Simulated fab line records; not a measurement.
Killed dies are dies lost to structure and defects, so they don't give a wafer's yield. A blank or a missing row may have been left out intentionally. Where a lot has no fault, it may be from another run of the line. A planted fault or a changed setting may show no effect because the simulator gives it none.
fab line records	flow sfqLine
record lots=14	wafers=42	lastDay=92
route steps=325 shown I0@50 M4@160 I5@228 I6@268
lots that met no fault: taken from a fault-free run of the same line
startH: start of the lot's first displayed wafer, in hours after the record's first day	waitH: hours elapsed since this lot's preceding step	" as in the row above	L1.1+2: a single row standing in for several wafers	- value missing, or start not given	* or withheld: withheld	< > ~ a bound
route shown NAME@n: names a module that has steps shown in the file, with the first one's number in the route	usual: mean/standard deviation taken from wafers without a fault	same: alike in all rows	chamber/n: place in a boat	sites: each site's reading	_std_site: their standard deviation	_edge_site: mean of outer sites minus mean of inner sites	radiusMm: how far each site lies from the wafer's centre	mask NAME#n: copy n	behind: the last tool/chamber to shape the wafer	hold: why the lot went on hold/how many hours it stayed there/how the hold came to an end	device: names the non-switching transistor (n, p or np)	end of line: at the end of the route, the tests of the same wafers	step lacking rows: just its recipe	killed: dies lost to structure and defects at the first sort, not the wafer's yield	map: a wafer's dies, x killed, . not, _ none there
set.NAME: the setting that was run; set.NAME@STEP: the one run at that earlier step	model.NAME: the simulator's own value behind a step, which no gauge read
the route's steps for a sample of lots (tables are steps, rows are wafers)
services: when a tool's chamber went out of use (startH, in hours from the record's first day, below 0 if earlier), for how many hours, and the reason
## steps
# step SFQ_TRILAYER_I0_VIA_LITHO_EXPOSE_032
# recipe maskId=I0	na=0.6	sourceShape=conventional	sigmaOuter=0.65	targetCdNm=500	doseMj=21.3
# usual exposureDoseMJCm2=21.301/0.018	focusOffsetNm=0.1/0.58
lot.wafer	tool	chamber	startH	waitH	mask	exposureDoseMJCm2	focusOffsetNm
L568.1	krfScanner-02	0	377.36	-	I0#0	21.288	-0.5
L568.3	"	0	"	"	I0#0	21.320	-1.2
L568.6	"	0	"	"	I0#0	21.289	0.1
L570.2	krfScanner-02	0	385.96	-	I0#0	21.277	0.0
L570.3	"	0	"	"	I0#0	21.264	0.1
L570.5	"	0	"	"	I0#0	21.292	-0.1
L572.1	krfScanner-02	0	417.21	-	I0#0	21.279	-1.0
L572.2	"	0	"	"	I0#0	21.300	0.4
L572.5	"	0	"	"	I0#0	21.304	-0.3
L574.1	krfScanner-01	0	438.93	-	I0#0	21.282	0.3
L574.3	"	0	"	"	I0#0	21.288	-0.4
L574.5	"	0	"	"	I0#0	21.275	-0.8
L576.1	krfScanner-02	0	459.13	-	I0#0	21.267	0.6
L576.3	"	0	"	"	I0#0	21.329	0.2
L576.4	"	0	"	"	I0#0	21.291	0.5
L577.3	krfScanner-01	0	469.57	-	I0#0	21.285	0.4
L577.4	"	0	"	"	I0#0	21.282	-0.2
L577.5	"	0	"	"	I0#0	21.319	-0.2
L580.1	krfScanner-01	0	478.77	-	I0#0	21.317	1.0
L580.3	"	0	"	"	I0#0	21.282	0.3
L580.4	"	0	"	"	I0#0	21.350	0.5
L581.3	krfScanner-01	0	480.37	-	I0#0	21.295	-0.6
L581.4	"	0	"	"	I0#0	21.294	0.5
L581.6	"	0	"	"	I0#0	21.276	-0.6
L582.1	krfScanner-01	-	481.17	-	I0#0	-	-
L582.3	"	-	"	"	I0#0	-	-
L582.5	"	-	"	"	I0#0	-	-
L583.3	krfScanner-01	-	482.77	-	I0#0	-	-
L583.5	"	-	"	"	I0#0	-	-
L583.6	"	-	"	"	I0#0	-	-
L587.1	krfScanner-01	0	487.17	-	I0#0	21.317	0.6
L587.4	"	0	"	"	I0#0	21.320	0.3
L587.5	"	0	"	"	I0#0	21.323	0.2
L588.1	krfScanner-01	0	488.37	-	I0#0	21.289	1.1
L588.3	"	0	"	"	I0#0	21.294	0.6
L588.6	"	0	"	"	I0#0	21.319	-0.3
L589.2	krfScanner-01	0	489.77	-	I0#0	21.337	0.6
L589.3	"	0	"	"	I0#0	21.338	0.3
L589.4	"	0	"	"	I0#0	21.330	-0.6
L591.2	krfScanner-01	0	492.17	-	I0#0	21.335	0.1
L591.5	"	0	"	"	I0#0	21.335	-0.5
L591.6	"	0	"	"	I0#0	21.335	-0.5
# step SFQ_TRILAYER_M4_ETCH_METAL_ETCH_096
# recipe target=Nb	stopOn=SiO2	maskMaterial=PR	chemistry=Cl2/Ar	targetDepthNm=240	icpW=600	biasW=80	pressureMtorr=10	timeS=120
# usual chamberPressureMTorr=10.000/0.0093	drypumpMotorCurrentA=6.07/0.27	oesProductAu=0.892/0.0066
lot.wafer	tool	chamber	startH	waitH	chamberPressureMTorr	drypumpMotorCurrentA	oesProductAu	rfHoursCounterH
L568.1	rieMetal-01	1	1173.96	0.0	10.003	6.08	0.897	77
L568.3	"	1	"	"	10.000	6.09	0.894	-
L568.6	"	1	"	"	9.997	6.08	0.897	-
L570.2	rieMetal-02	1	1177.69	0.0	10.001	5.90	0.898	4
L570.3	"	1	"	"	9.985	5.89	0.892	-
L570.5	"	0	"	"	9.999	6.25	0.897	-
L572.1	rieMetal-02	0	1180.09	0.0	9.994	6.24	0.884	45
L572.2	"	1	"	"	10.013	5.91	0.891	5
L572.5	"	1	"	"	10.000	5.89	0.894	-
L574.1	rieMetal-01	0	1212.41	0.0	10.009	5.96	0.906	122
L574.3	"	1	"	"	9.986	6.06	0.892	-
L574.5	"	1	"	"	10.004	6.05	0.898	-
L576.1	rieMetal-03	1	1459.45	0.0	9.992	5.75	0.895	58
L576.3	"	0	"	"	9.985	6.58	0.896	-
L576.4	"	1	"	"	9.993	5.72	0.895	-
L577.3	rieMetal-02	0	1460.69	0.1	9.991	6.28	0.889	-
L577.4	"	1	"	"	10.023	5.93	0.895	-
L577.5	"	1	"	"	9.971	5.90	0.898	-
L580.1	rieMetal-03	0	1467.85	0.0	10.002	6.55	0.884	65
L580.3	"	0	"	"	10.002	6.61	0.892	-
L580.4	"	1	"	"	9.996	5.74	0.893	-
L581.3	rieMetal-01	1	1471.49	0.1	9.997	6.13	0.882	-
L581.4	"	0	"	"	9.992	5.99	0.888	-
L581.6	"	1	"	"	10.007	6.10	0.887	-
L582.1	rieMetal-01	0	1473.85	0.0	9.998	5.97	0.890	27
L582.3	"	1	"	"	9.999	6.09	0.906	-
L582.5	"	0	"	"	9.995	5.94	0.904	-
L583.3	rieMetal-01	0	1476.39	0.1	10.010	5.91	0.891	-
L583.5	"	0	"	"	9.996	5.94	0.897	-
L583.6	"	0	"	"	9.994	5.91	0.884	-
L587.1	rieMetal-03	0	1484.65	0.0	10.008	6.58	0.894	67
L587.4	"	0	"	"	10.009	6.54	0.891	-
L587.5	"	0	"	"	9.993	6.54	0.896	-
L588.1	rieMetal-03	1	1487.05	0.0	10.001	5.73	0.894	63
L588.3	"	0	"	"	10.010	6.59	0.884	-
L588.6	"	0	"	"	9.995	6.61	0.886	-
L589.2	rieMetal-03	0	1491.85	0.0	10.014	6.59	0.897	69
L589.3	"	0	"	"	10.014	6.57	0.887	-
L589.4	"	1	"	"	10.002	5.74	0.886	-
L591.2	rieMetal-02	1	1495.45	0.0	10.002	5.90	0.894	42
L591.5	"	1	"	"	10.012	5.90	0.886	-
L591.6	"	0	"	"	9.996	6.23	0.900	-
# step SFQ_TRILAYER_A5C_DEP_PECVD_142
# recipe material=SiO2	tempC=150	timeS=15.556	pressureTorr=2.4	rfW=183.3	precursor=SiH4/N2O	targetThkNm=70
# usual heaterPowerW=84/17	throttleValvePct=25.0/1.4
lot.wafer	tool	chamber	startH	waitH	heaterPowerW	sinceWetCleanH	throttleValvePct
L568.1	pecvd-01	2	1328.19	0.0	61	381	24.6
L568.3	"	1	"	"	99	381	24.7
L568.6	"	0	"	"	89	-	24.2
L570.2	pecvd-01	2	1554.73	0.0	65	607	25.6
L570.3	"	0	"	"	80	607	25.0
L570.5	"	0	"	"	84	-	24.7
L572.1	pecvd-03	2	1561.93	0.0	86	1354	28.5
L572.2	"	1	"	"	119	1354	25.4
L572.5	"	2	"	"	90	-	28.4
L574.1	pecvd-01	0	1587.14	0.0	87	640	25.1
L574.3	"	2	"	"	67	640	25.7
L574.5	"	2	"	"	65	-	25.8
L576.1	pecvd-04	2	1604.97	0.0	77	1027	23.6
L576.3	"	1	"	"	66	1027	25.1
L576.4	"	0	"	"	72	-	24.9
L577.3	pecvd-03	1	1606.16	0.0	108	1398	25.5
L577.4	"	2	"	"	82	-	28.6
L577.5	"	1	"	"	109	-	25.3
L580.1	pecvd-03	2	1617.24	0.0	83	1409	28.3
L580.3	"	1	"	"	122	1409	25.2
L580.4	"	1	"	"	122	-	25.5
L582.1	pecvd-01	2	1620.23	0.0	61	673	25.6
L582.3	"	0	"	"	93	673	25.3
L582.5	"	1	"	"	98	-	25.4
L581.3	pecvd-01	2	1725.50	0.0	53	778	26.1
L581.4	"	0	"	"	86	-	25.5
L581.6	"	1	"	"	102	-	25.2
L583.3	pecvd-04	0	1730.28	0.0	63	1153	24.8
L583.5	"	1	"	"	70	-	25.5
L583.6	"	0	"	"	62	-	24.7
L587.1	pecvd-03	2	1759.08	0.0	86	59	23.3
L587.4	"	0	"	"	110	-	21.3
L587.5	"	2	"	"	84	-	24.1
L588.1	pecvd-01	2	1833.86	0.0	61	887	26.5
L588.3	"	1	"	"	97	887	25.8
L588.6	"	2	"	"	63	-	26.4
L589.2	pecvd-01	2	1846.03	0.0	64	899	26.2
L589.3	"	0	"	"	86	899	25.7
L589.4	"	2	"	"	65	-	26.4
L591.2	pecvd-03	2	1867.37	0.0	85	167	24.2
L591.5	"	1	"	"	104	-	23.6
L591.6	"	0	"	"	102	-	21.8
# step SFQ_I6_BOW_MEAS_941
# recipe mode=bow
# usual I6_BOW=7/12
lot.wafer	tool	chamber	startH	waitH	I6_BOW[um]
L568.1	filmMetro-03	-	1579.56	1.5	6
L568.3	"	-	"	"	9
L568.6	"	-	"	"	2
L570.2	filmMetro-04	-	1692.57	2.5	12
L570.3	"	-	"	"	14
L570.5	"	-	"	"	14
L572.1	filmMetro-03	-	1696.75	2.0	11
L572.2	"	-	"	"	3
L572.5	"	-	"	"	12
L574.1	filmMetro-03	-	1722.72	2.5	18
L574.3	"	-	"	"	7
L574.5	"	-	"	"	11
L576.1	filmMetro-01	-	1728.17	2.5	19
L576.3	"	-	"	"	10
L576.4	"	-	"	"	13
L577.3	filmMetro-03	-	1734.21	2.0	-7
L577.4	"	-	"	"	2
L577.5	"	-	"	"	7
L580.1	filmMetro-03	-	1740.17	1.5	4
L580.3	"	-	"	"	3
L580.4	"	-	"	"	12
L582.1	filmMetro-01	-	1746.17	2.5	7
L582.3	"	-	"	"	7
L582.5	"	-	"	"	19
L581.3	filmMetro-01	-	1879.76	1.0	-6
L581.4	"	-	"	"	-1
L581.6	"	-	"	"	-4
L583.3	filmMetro-01	-	1924.55	2.5	15
L583.5	"	-	"	"	0
L583.6	"	-	"	"	12
L587.1	filmMetro-03	-	2038.06	2.0	-5
L587.4	"	-	"	"	0
L587.5	"	-	"	"	8
L588.1	filmMetro-01	-	2041.33	2.5	17
L588.3	"	-	"	"	18
L588.6	"	-	"	"	9
L589.2	filmMetro-03	-	2043.16	2.0	4
L589.3	"	-	"	"	0
L589.4	"	-	"	"	-1
L591.2	filmMetro-03	-	2049.92	2.5	14
L591.5	"	-	"	"	5
L591.6	"	-	"	"	1
## services
tool	chamber	startH	hours	kind
krfScanner-01	-	356.11	1.0	repair
krfScanner-01	-	356.38	2.6	repair
krfScanner-01	-	373.43	1.3	pm
krfScanner-01	-	379.04	3.3	repair
krfScanner-01	-	405.08	1.0	pm
krfScanner-01	-	415.06	6.2	repair
krfScanner-01	-	443.73	0.8	pm
krfScanner-01	-	549.57	1.3	pm
krfScanner-01	-	550.87	3.6	pm
krfScanner-01	-	575.02	1.0	pm
krfScanner-01	-	611.79	0.8	pm
krfScanner-01	-	674.44	4.4	pm
krfScanner-01	-	726.29	1.3	pm
krfScanner-01	-	742.52	4.0	pm
krfScanner-01	-	746.54	1.0	pm
krfScanner-01	-	749.94	0.8	pm
krfScanner-01	-	780.76	0.8	pm
krfScanner-01	-	834.33	4.4	pm
krfScanner-01	-	902.31	1.3	pm
krfScanner-01	-	911.85	1.0	pm
krfScanner-01	-	973.73	0.8	pm
krfScanner-01	-	1078.21	1.3	pm
krfScanner-01	-	1080.85	1.0	pm
krfScanner-01	-	1096.59	5.6	repair
## key
firstSign step=SFQ_TRILAYER_I0_VIA_LITHO_EXPOSE_032	reading=toolRecord	direction=missing
effect none on later readings
metAt SFQ_TRILAYER_I0_VIA_LITHO_EXPOSE_032
struckLots L582,L583
notActingAt SFQ_TRILAYER_M4_ETCH_METAL_ETCH_096,SFQ_TRILAYER_A5C_DEP_PECVD_142,SFQ_I6_BOW_MEAS_941
onsetBetween 480.37 481.17
fault kind=skippedStepWhole	tool=krfScanner-01	chamber=-	onsetH=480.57	steps=SFQ_TRILAYER_I0_VIA_LITHO_EXPOSE_032	scope=struckLotsOnly
